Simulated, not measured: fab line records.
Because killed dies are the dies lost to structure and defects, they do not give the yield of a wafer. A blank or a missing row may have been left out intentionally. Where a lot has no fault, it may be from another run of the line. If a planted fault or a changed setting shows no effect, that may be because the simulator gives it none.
Which tool was responsible? | flow sky130 | route of 708 steps, sampled at 1 step: 12 lots, 36 wafers

## WHAT THE GAUGES SHOWED, per wafer
SKY_METAL2_CD_MEAS_15 targets a cd of 140 nm. Usual: cdNm 139.6 nm, standard deviation 1.1.
lot  | measured     | on       | cdNm (nm)         | flag
L474 | day 35 10:43 | cdSem-02 | 140.2 140.5 140.5 | 
L478 | day 37 00:18 | cdSem-02 | 139.0 138.4 137.3 | 
L479 | day 37 09:51 | cdSem-01 | 137.4 137.3 138.5 | 
L480 | day 37 15:19 | cdSem-01 | 141.2 140.2 140.4 | 
L481 | day 37 19:31 | cdSem-01 | 141.8 142.0 141.0 | 
L484 | day 38 21:55 | cdSem-02 | 138.1 139.3 138.8 | 
L487 | day 39 21:28 | cdSem-01 | 137.7 138.1 137.9 | 
L488 | day 39 23:05 | cdSem-02 | 140.1 139.6 138.6 | 
L489 | day 40 08:42 | cdSem-01 | 141.1 140.1 140.9 | 
L490 | day 40 22:49 | cdSem-01 | 139.5 139.6 139.0 | 
L491 | day 41 00:34 | cdSem-02 | 140.7 141.2 140.2 | 
L492 | day 41 07:22 | cdSem-01 | 139.5 138.9 140.0 | 

## TOOL THAT RAN EACH LOT (tool first, then ch and the chambers of the sampled wafers, then the start)
The record shows no process step preceding these readings.

## WHAT THE TOOLS THEMSELVES READ (means of the sampled wafers that have a number; where no wafer has one, the mark that the record gives instead)
The record holds no such reading with a usual standard deviation.

## THE ANSWER, worked out from the rows above alone
Rule: a lot counts as off when the mean over its wafers that have a number is more than 3 standard deviations away from the usual mean. A lot without any number at a reading at which 4 lots or more have one is off too. All remaining lots with rows at the step are treated as sound. First the gauges in route order, then the tools' own readings, where a lot's mean is used as printed above. At the first step where some lot is off, the reading lying furthest off is the one used; lots without a number count as furthest.
None of the lots is off at any reading shown; this tells nothing.

## WHAT THE SIMULATOR HAD INSERTED
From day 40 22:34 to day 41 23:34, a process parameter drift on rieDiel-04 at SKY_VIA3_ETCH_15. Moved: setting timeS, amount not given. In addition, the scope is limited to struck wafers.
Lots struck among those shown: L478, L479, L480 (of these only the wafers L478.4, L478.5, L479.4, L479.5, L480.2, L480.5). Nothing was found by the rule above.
